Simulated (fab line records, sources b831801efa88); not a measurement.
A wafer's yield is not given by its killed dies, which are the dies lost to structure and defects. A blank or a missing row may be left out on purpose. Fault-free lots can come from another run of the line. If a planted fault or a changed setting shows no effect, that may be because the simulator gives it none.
Chamber matching + flow sfqLine + SFQ_TRILAYER_I7_CMP_CMP_184 on cmp-02 has 4 sister chambers
The step polishes SiO2. 14 wafers are shown with their chamber, then 7 later ones without.

## EACH WAFER AND ITS CHAMBER
| wafer  | chamber | motorCurrentA (A) | timeToEndpointS (s) | edgeZonePressureFrac |
|--------|---------|-------------------|---------------------|----------------------|
| L842.3 | 0       | 9.3               | 210                 | 1.006                |
| L842.1 | 3       | 12.3              | 220                 | 1.007                |
| L842.4 | 2       | 9.7               | 224                 | 1.001                |
| L846.1 | 1       | 9.3               | 216                 | 1.009                |
| L846.2 | 2       | 9.6               | 224                 | 0.996                |
| L846.3 | 0       | 9.9               | 214                 | 1.001                |
| L847.2 | 3       | 11.3              | 204                 | 0.996                |
| L847.4 | 0       | 9.8               | 219                 | 1.002                |
| L847.6 | 2       | 9.4               | 214                 | 0.989                |
| L854.3 | 2       | 9.7               | 216                 | 1.002                |
| L854.5 | 3       | 11.7              | 220                 | 0.993                |
| L856.3 | 1       | 9.6               | 217                 | 0.997                |
| L860.4 | 0       | 9.5               | 208                 | 0.999                |
| L860.1 | 2       | 9.5               | 216                 | 1.001                |

SIGNATURES (means of the wafers above)
| reading              | chamber 0 | chamber 1 | chamber 2 | chamber 3 | scatter within a chamber |
|----------------------|-----------|-----------|-----------|-----------|--------------------------|
| motorCurrentA        | 9.625     | 9.450     | 9.580     | 11.767    | 0.291                    |
| timeToEndpointS      | 212.75    | 216.50    | 218.80    | 214.67    | 5.79                     |
| edgeZonePressureFrac | 1.00200   | 1.00300   | 0.99780   | 0.99867   | 0.0057                   |
Rule: distance of a wafer from a chamber = root of the sum over the readings of ((wafer's reading minus chamber's mean) / reading's scatter) squared. If the next closest chamber is less than 2 further off than the closest, the wafer can't be placed; otherwise it belongs to the closest. How the scatter is found: for the shown wafers, subtract from each reading the mean of its chamber, square and add these, divide the total by (wafers less chambers), then take the root.

## WAFERS WHOSE CHAMBER IS MISSING
| wafer  | motorCurrentA (A) | timeToEndpointS (s) | edgeZonePressureFrac |
|--------|-------------------|---------------------|----------------------|
| L860.5 | 9.8               | 210                 | 1.005                |
| L861.3 | 9.9               | 216                 | 0.998                |
| L861.1 | 12.6              | 214                 | 1.007                |
| L861.6 | 9.9               | 218                 | 1.000                |
| L863.1 | 12.0              | 209                 | 0.996                |
| L863.2 | 10.2              | 204                 | 0.997                |
| L863.3 | 9.6               | 203                 | 0.998                |

## CHAMBER TAKEN BY EACH
| wafer  | from the rows above          | in truth |
|--------|------------------------------|----------|
| L860.5 | can't be placed: 0 or 1 or 2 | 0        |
| L861.3 | can't be placed: 2 or 0 or 1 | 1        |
| L861.1 | 3                            | 3        |
| L861.6 | can't be placed: 2 or 0 or 1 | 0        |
| L863.1 | 3                            | 3        |
| L863.2 | can't be placed: 0 or 2 or 1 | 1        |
| L863.3 | can't be placed: 0 or 1 or 2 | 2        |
Placed correctly: 2 of 7. Not placeable from these rows: 5 (in 5, the candidates include the true chamber). Wrongly placed: 0.
